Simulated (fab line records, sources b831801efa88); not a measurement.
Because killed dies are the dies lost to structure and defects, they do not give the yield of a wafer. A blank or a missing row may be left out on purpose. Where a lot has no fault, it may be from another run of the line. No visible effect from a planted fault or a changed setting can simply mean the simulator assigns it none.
Which of the tools did it? || flow sky130 || 42 wafers from 14 lots sampled at 6 of the route's 708 steps

== WHAT THE GAUGES SHOWED, per wafer ==
SKY_NWELL_OVL_MEAS_10. Usual: for NWELL_00_OVL the level is -1.0 nm and the standard deviation is 1.5.
{"lot": "L869", "measured": "day 4 14:14", "on": "overlay-01", "NWELL_00_OVL (nm)": "-2.4 -0.3 -2.2", "flag": ""}
{"lot": "L871", "measured": "day 4 22:20", "on": "overlay-01", "NWELL_00_OVL (nm)": "1.2 0.3 1.6", "flag": ""}
{"lot": "L872", "measured": "day 5 05:08", "on": "overlay-01", "NWELL_00_OVL (nm)": "-1.6 -1.2 0.5", "flag": ""}
{"lot": "L874", "measured": "day 5 16:51", "on": "overlay-01", "NWELL_00_OVL (nm)": "-1.9 -1.0 -0.4", "flag": ""}
{"lot": "L881", "measured": "day 7 10:59", "on": "overlay-01", "NWELL_00_OVL (nm)": "- - -", "flag": "OFF"}
{"lot": "L882", "measured": "day 7 18:11", "on": "overlay-02", "NWELL_00_OVL (nm)": "- - -", "flag": "OFF"}
{"lot": "L883", "measured": "day 8 01:51", "on": "overlay-02", "NWELL_00_OVL (nm)": "-2.0 -2.5 -2.3", "flag": ""}
{"lot": "L884", "measured": "day 8 04:20", "on": "overlay-01", "NWELL_00_OVL (nm)": "-0.3 0.1 -0.4", "flag": ""}
{"lot": "L885", "measured": "day 8 11:56", "on": "overlay-02", "NWELL_00_OVL (nm)": "-2.7 -3.2 -2.3", "flag": ""}
{"lot": "L886", "measured": "day 8 15:58", "on": "overlay-01", "NWELL_00_OVL (nm)": "-0.3 2.2 1.9", "flag": ""}
{"lot": "L887", "measured": "day 8 21:41", "on": "overlay-01", "NWELL_00_OVL (nm)": "-1.2 -0.5 -2.8", "flag": ""}
{"lot": "L889", "measured": "day 9 10:59", "on": "overlay-01", "NWELL_00_OVL (nm)": "-0.8 -1.1 -2.1", "flag": ""}
{"lot": "L890", "measured": "day 9 16:38", "on": "overlay-01", "NWELL_00_OVL (nm)": "-1.8 -2.5 -2.4", "flag": ""}
{"lot": "L891", "measured": "day 10 05:14", "on": "overlay-01", "NWELL_00_OVL (nm)": "-1.9 -2.7 -1.0", "flag": ""}

SKY_NWELL_TW_MEAS_26. Usual: for NWELL_2_TW the level is 502 and the standard deviation is 5.4.
{"lot": "L869", "measured": "day 5 08:13", "on": "filmMetro-02", "NWELL_2_TW": "497 499 497", "flag": ""}
{"lot": "L871", "measured": "day 5 20:11", "on": "filmMetro-04", "NWELL_2_TW": "507 508 506", "flag": ""}
{"lot": "L872", "measured": "day 5 23:17", "on": "filmMetro-01", "NWELL_2_TW": "501 502 497", "flag": ""}
{"lot": "L874", "measured": "day 6 15:12", "on": "filmMetro-02", "NWELL_2_TW": "498 498 499", "flag": ""}
{"lot": "L881", "measured": "day 8 07:24", "on": "filmMetro-01", "NWELL_2_TW": "1846 1851 1838", "flag": "OFF"}
{"lot": "L882", "measured": "day 8 15:24", "on": "filmMetro-02", "NWELL_2_TW": "1825 1833 1837", "flag": "OFF"}
{"lot": "L883", "measured": "day 8 23:35", "on": "filmMetro-04", "NWELL_2_TW": "508 510 510", "flag": ""}
{"lot": "L884", "measured": "day 9 02:25", "on": "filmMetro-02", "NWELL_2_TW": "496 498 495", "flag": ""}
{"lot": "L885", "measured": "day 9 09:51", "on": "filmMetro-04", "NWELL_2_TW": "507 506 508", "flag": ""}
{"lot": "L886", "measured": "day 9 14:19", "on": "filmMetro-04", "NWELL_2_TW": "508 508 510", "flag": ""}
{"lot": "L887", "measured": "day 9 20:07", "on": "filmMetro-01", "NWELL_2_TW": "501 501 498", "flag": ""}
{"lot": "L889", "measured": "day 10 10:38", "on": "filmMetro-01", "NWELL_2_TW": "498 498 498", "flag": ""}
{"lot": "L890", "measured": "day 10 15:49", "on": "filmMetro-01", "NWELL_2_TW": "496 501 498", "flag": ""}
{"lot": "L891", "measured": "day 11 06:04", "on": "filmMetro-04", "NWELL_2_TW": "511 512 514", "flag": ""}

SKY_LDD_HVN_OVL_MEAS_07. Usual: for LDD_HVN_OVL the level is -0.6 nm and the standard deviation is 1.1.
{"lot": "L869", "measured": "day 20 08:43", "on": "overlay-01", "LDD_HVN_OVL (nm)": "-1.3 -0.6 -1.8", "flag": ""}
{"lot": "L871", "measured": "day 20 20:38", "on": "overlay-01", "LDD_HVN_OVL (nm)": "-0.5 -1.3 -1.0", "flag": ""}
{"lot": "L872", "measured": "day 21 01:40", "on": "overlay-02", "LDD_HVN_OVL (nm)": "-0.4 0.1 -2.1", "flag": ""}
{"lot": "L874", "measured": "day 22 06:32", "on": "overlay-01", "LDD_HVN_OVL (nm)": "1.3 0.2 0.0", "flag": ""}
{"lot": "L881", "measured": "day 24 14:12", "on": "overlay-01", "LDD_HVN_OVL (nm)": "0.0 0.2 -1.1", "flag": ""}
{"lot": "L882", "measured": "day 25 09:01", "on": "overlay-01", "LDD_HVN_OVL (nm)": "-3.2 -2.8 -1.3", "flag": ""}
{"lot": "L883", "measured": "day 25 16:03", "on": "overlay-02", "LDD_HVN_OVL (nm)": "-2.7 -1.6 -3.4", "flag": ""}
{"lot": "L884", "measured": "day 25 19:01", "on": "overlay-02", "LDD_HVN_OVL (nm)": "-0.5 0.1 1.2", "flag": ""}
{"lot": "L885", "measured": "day 26 06:02", "on": "overlay-02", "LDD_HVN_OVL (nm)": "-2.8 -1.7 -1.8", "flag": ""}
{"lot": "L886", "measured": "day 26 12:56", "on": "overlay-01", "LDD_HVN_OVL (nm)": "0.5 1.2 -0.9", "flag": ""}
{"lot": "L887", "measured": "day 26 21:31", "on": "overlay-01", "LDD_HVN_OVL (nm)": "0.3 -1.4 -1.9", "flag": ""}
{"lot": "L889", "measured": "day 27 11:52", "on": "overlay-02", "LDD_HVN_OVL (nm)": "0.2 -0.1 -1.3", "flag": ""}
{"lot": "L890", "measured": "day 27 21:24", "on": "overlay-02", "LDD_HVN_OVL (nm)": "0.3 0.6 -0.9", "flag": ""}
{"lot": "L891", "measured": "day 29 03:34", "on": "overlay-02", "LDD_HVN_OVL (nm)": "-0.3 2.1 0.3", "flag": ""}

SKY_LDD_HVP_OVL_MEAS_07. Usual: for LDD_HVP_OVL the level is 0.4 nm and the standard deviation is 1.4.
{"lot": "L869", "measured": "day 21 15:25", "on": "overlay-02", "LDD_HVP_OVL (nm)": "0.2 2.1 -1.0", "flag": ""}
{"lot": "L871", "measured": "day 22 03:02", "on": "overlay-02", "LDD_HVP_OVL (nm)": "0.5 -1.0 0.2", "flag": ""}
{"lot": "L872", "measured": "day 22 08:16", "on": "overlay-01", "LDD_HVP_OVL (nm)": "0.8 -0.1 1.2", "flag": ""}
{"lot": "L874", "measured": "day 23 11:34", "on": "overlay-02", "LDD_HVP_OVL (nm)": "1.1 -0.1 -0.8", "flag": ""}
{"lot": "L881", "measured": "day 25 20:26", "on": "overlay-02", "LDD_HVP_OVL (nm)": "-1.7 -0.3 0.9", "flag": ""}
{"lot": "L882", "measured": "day 26 14:20", "on": "overlay-01", "LDD_HVP_OVL (nm)": "-1.7 -1.1 -2.0", "flag": ""}
{"lot": "L883", "measured": "day 26 21:23", "on": "overlay-02", "LDD_HVP_OVL (nm)": "2.3 0.2 0.9", "flag": ""}
{"lot": "L884", "measured": "day 27 00:34", "on": "overlay-02", "LDD_HVP_OVL (nm)": "-0.1 1.2 0.6", "flag": ""}
{"lot": "L885", "measured": "day 27 10:37", "on": "overlay-01", "LDD_HVP_OVL (nm)": "-0.6 1.1 1.5", "flag": ""}
{"lot": "L886", "measured": "day 27 18:40", "on": "overlay-02", "LDD_HVP_OVL (nm)": "1.0 0.0 1.2", "flag": ""}
{"lot": "L887", "measured": "day 28 02:13", "on": "overlay-01", "LDD_HVP_OVL (nm)": "2.0 -0.9 1.2", "flag": ""}
{"lot": "L889", "measured": "day 28 16:25", "on": "overlay-01", "LDD_HVP_OVL (nm)": "0.7 2.3 3.3", "flag": ""}
{"lot": "L890", "measured": "day 29 02:16", "on": "overlay-01", "LDD_HVP_OVL (nm)": "1.0 1.6 1.8", "flag": ""}
{"lot": "L891", "measured": "day 30 08:49", "on": "overlay-02", "LDD_HVP_OVL (nm)": "0.0 -1.0 0.1", "flag": ""}

== TOOL THAT RAN EACH LOT (tool first, then ch and the chambers of the sampled wafers, then the start) ==
{"lot": "L869", "SKY_PWDE_STRIP_09": "plasmaAsher-04 ch 0,1, day 3 21:54", "SKY_NWELL_COAT_05": "lithoTrack-03 ch 0, day 4 06:02"}
{"lot": "L871", "SKY_PWDE_STRIP_09": "plasmaAsher-01 ch 0,1, day 4 05:22", "SKY_NWELL_COAT_05": "lithoTrack-01 ch 0, day 4 13:13"}
{"lot": "L872", "SKY_PWDE_STRIP_09": "plasmaAsher-04 ch 0,1, day 4 12:29", "SKY_NWELL_COAT_05": "lithoTrack-03 ch 0, day 4 20:23"}
{"lot": "L874", "SKY_PWDE_STRIP_09": "plasmaAsher-04 ch 0,1, day 4 23:53", "SKY_NWELL_COAT_05": "lithoTrack-03 ch 0, day 5 08:02"}
{"lot": "L881", "SKY_PWDE_STRIP_09": "plasmaAsher-03 ch 0,1, day 6 15:51", "SKY_NWELL_COAT_05": "lithoTrack-01, day 7 01:10"}
{"lot": "L882", "SKY_PWDE_STRIP_09": "plasmaAsher-01 ch 0,1, day 6 23:14", "SKY_NWELL_COAT_05": "lithoTrack-01, day 7 08:31"}
{"lot": "L883", "SKY_PWDE_STRIP_09": "plasmaAsher-01 ch 1, day 7 06:16", "SKY_NWELL_COAT_05": "lithoTrack-02 ch 0, day 7 16:15"}
{"lot": "L884", "SKY_PWDE_STRIP_09": "plasmaAsher-04 ch 0,1, day 7 08:32", "SKY_NWELL_COAT_05": "lithoTrack-01 ch 0, day 7 17:54"}
{"lot": "L885", "SKY_PWDE_STRIP_09": "plasmaAsher-03 ch 0,1, day 7 16:09", "SKY_NWELL_COAT_05": "lithoTrack-02 ch 0, day 8 01:11"}
{"lot": "L886", "SKY_PWDE_STRIP_09": "plasmaAsher-04 ch 0,1, day 7 19:36", "SKY_NWELL_COAT_05": "lithoTrack-01 ch 0, day 8 05:13"}
{"lot": "L887", "SKY_PWDE_STRIP_09": "plasmaAsher-03 ch 0, day 8 00:43", "SKY_NWELL_COAT_05": "lithoTrack-03 ch 0, day 8 10:59"}
{"lot": "L889", "SKY_PWDE_STRIP_09": "plasmaAsher-03 ch 0,1, day 8 13:03", "SKY_NWELL_COAT_05": "lithoTrack-01 ch 0, day 8 23:55"}
{"lot": "L890", "SKY_PWDE_STRIP_09": "plasmaAsher-04 ch 0,1, day 8 18:49", "SKY_NWELL_COAT_05": "lithoTrack-03 ch 0, day 9 05:43"}
{"lot": "L891", "SKY_PWDE_STRIP_09": "plasmaAsher-03 ch 0,1, day 9 06:56", "SKY_NWELL_COAT_05": "lithoTrack-02 ch 0, day 9 17:35"}
- SKY_PWDE_STRIP_09: strips in O2/N2.
- SKY_NWELL_COAT_05: resist thk 3000 nm.

== WHAT THE TOOLS THEMSELVES READ (means of the sampled wafers that have a number; where no wafer has one, the mark that the record gives instead) ==
SKY_PWDE_STRIP_09. Usual: drypumpMotorCurrentA 5.9 A, standard deviation 0.31; oesProductAu 0.723 a.u., standard deviation 0.0044; stripTimeToEndpointS 36.91 s, standard deviation 0.11.
{"lot": "L869", "tool": "plasmaAsher-04", "drypumpMotorCurrentA (A)": 5.6, "oesProductAu (a.u.)": 0.724, "stripTimeToEndpointS (s)": 36.91, "flag": ""}
{"lot": "L871", "tool": "plasmaAsher-01", "drypumpMotorCurrentA (A)": 6.2, "oesProductAu (a.u.)": 0.725, "stripTimeToEndpointS (s)": 36.86, "flag": ""}
{"lot": "L872", "tool": "plasmaAsher-04", "drypumpMotorCurrentA (A)": 5.7, "oesProductAu (a.u.)": 0.721, "stripTimeToEndpointS (s)": 36.87, "flag": ""}
{"lot": "L874", "tool": "plasmaAsher-04", "drypumpMotorCurrentA (A)": 5.6, "oesProductAu (a.u.)": 0.719, "stripTimeToEndpointS (s)": 36.89, "flag": ""}
{"lot": "L881", "tool": "plasmaAsher-03", "drypumpMotorCurrentA (A)": 5.6, "oesProductAu (a.u.)": 0.724, "stripTimeToEndpointS (s)": 37.04, "flag": ""}
{"lot": "L882", "tool": "plasmaAsher-01", "drypumpMotorCurrentA (A)": 6.2, "oesProductAu (a.u.)": 0.727, "stripTimeToEndpointS (s)": 36.98, "flag": ""}
{"lot": "L883", "tool": "plasmaAsher-01", "drypumpMotorCurrentA (A)": 6.0, "oesProductAu (a.u.)": 0.722, "stripTimeToEndpointS (s)": 37.07, "flag": ""}
{"lot": "L884", "tool": "plasmaAsher-04", "drypumpMotorCurrentA (A)": 5.6, "oesProductAu (a.u.)": 0.723, "stripTimeToEndpointS (s)": 36.79, "flag": ""}
{"lot": "L885", "tool": "plasmaAsher-03", "drypumpMotorCurrentA (A)": 5.7, "oesProductAu (a.u.)": 0.722, "stripTimeToEndpointS (s)": 36.85, "flag": ""}
{"lot": "L886", "tool": "plasmaAsher-04", "drypumpMotorCurrentA (A)": 5.6, "oesProductAu (a.u.)": 0.723, "stripTimeToEndpointS (s)": 36.78, "flag": ""}
{"lot": "L887", "tool": "plasmaAsher-03", "drypumpMotorCurrentA (A)": 5.7, "oesProductAu (a.u.)": 0.723, "stripTimeToEndpointS (s)": 36.67, "flag": ""}
{"lot": "L889", "tool": "plasmaAsher-03", "drypumpMotorCurrentA (A)": 5.7, "oesProductAu (a.u.)": 0.726, "stripTimeToEndpointS (s)": 36.84, "flag": ""}
{"lot": "L890", "tool": "plasmaAsher-04", "drypumpMotorCurrentA (A)": 5.8, "oesProductAu (a.u.)": 0.727, "stripTimeToEndpointS (s)": 36.98, "flag": ""}
{"lot": "L891", "tool": "plasmaAsher-03", "drypumpMotorCurrentA (A)": 5.8, "oesProductAu (a.u.)": 0.726, "stripTimeToEndpointS (s)": 36.88, "flag": ""}

SKY_NWELL_COAT_05. Usual: chillPlateTempC 22.99 C, standard deviation 0.11; dispensePressureKPa 51 kPa, standard deviation 3.6.
{"lot": "L869", "tool": "lithoTrack-03", "chillPlateTempC (C)": 22.94, "dispensePressureKPa (kPa)": 56, "flag": ""}
{"lot": "L871", "tool": "lithoTrack-01", "chillPlateTempC (C)": 22.95, "dispensePressureKPa (kPa)": 49, "flag": ""}
{"lot": "L872", "tool": "lithoTrack-03", "chillPlateTempC (C)": 23.08, "dispensePressureKPa (kPa)": 56, "flag": ""}
{"lot": "L874", "tool": "lithoTrack-03", "chillPlateTempC (C)": 22.95, "dispensePressureKPa (kPa)": 56, "flag": ""}
{"lot": "L881", "tool": "lithoTrack-01", "chillPlateTempC (C)": "-", "dispensePressureKPa (kPa)": "-", "flag": "OFF"}
{"lot": "L882", "tool": "lithoTrack-01", "chillPlateTempC (C)": "-", "dispensePressureKPa (kPa)": "-", "flag": "OFF"}
{"lot": "L883", "tool": "lithoTrack-02", "chillPlateTempC (C)": 22.91, "dispensePressureKPa (kPa)": 48, "flag": ""}
{"lot": "L884", "tool": "lithoTrack-01", "chillPlateTempC (C)": 23.16, "dispensePressureKPa (kPa)": 49, "flag": ""}
{"lot": "L885", "tool": "lithoTrack-02", "chillPlateTempC (C)": 23.06, "dispensePressureKPa (kPa)": 48, "flag": ""}
{"lot": "L886", "tool": "lithoTrack-01", "chillPlateTempC (C)": 22.86, "dispensePressureKPa (kPa)": 49, "flag": ""}
{"lot": "L887", "tool": "lithoTrack-03", "chillPlateTempC (C)": 23.08, "dispensePressureKPa (kPa)": 56, "flag": ""}
{"lot": "L889", "tool": "lithoTrack-01", "chillPlateTempC (C)": 22.94, "dispensePressureKPa (kPa)": 49, "flag": ""}
{"lot": "L890", "tool": "lithoTrack-03", "chillPlateTempC (C)": 22.93, "dispensePressureKPa (kPa)": 56, "flag": ""}
{"lot": "L891", "tool": "lithoTrack-02", "chillPlateTempC (C)": 23.04, "dispensePressureKPa (kPa)": 48, "flag": ""}

== THE ANSWER, worked out from the rows above alone ==
Rule: a lot counts as off when the mean over its wafers that have a number is more than 3 standard deviations away from the usual mean. A lot without any number at a reading at which 4 lots or more have one is off too. Where the step has rows for the other lots, those lots are counted as sound. The gauges are gone through in route order, then the tools' own readings, and for those a lot's mean is taken as printed above. The first step at which some lot is off is used, and at that step the reading that is off furthest; a lot without a number counts as furthest.
Off: L881, L882, at SKY_NWELL_OVL_MEAS_10 (NWELL_00_OVL). Without a number there: L881, L882.
If a tool, at a process step before that reading, ran all the lots that are off and no sound lot after the first of them, it fits. The gauges at SKY_NWELL_OVL_MEAS_10 aren't tried: what is off there is off at SKY_NWELL_TW_MEAS_26 too, on other tools, and a gauge's error can't cause that. Of those tried, none fits.

== WHAT THE SIMULATOR HAD INSERTED ==
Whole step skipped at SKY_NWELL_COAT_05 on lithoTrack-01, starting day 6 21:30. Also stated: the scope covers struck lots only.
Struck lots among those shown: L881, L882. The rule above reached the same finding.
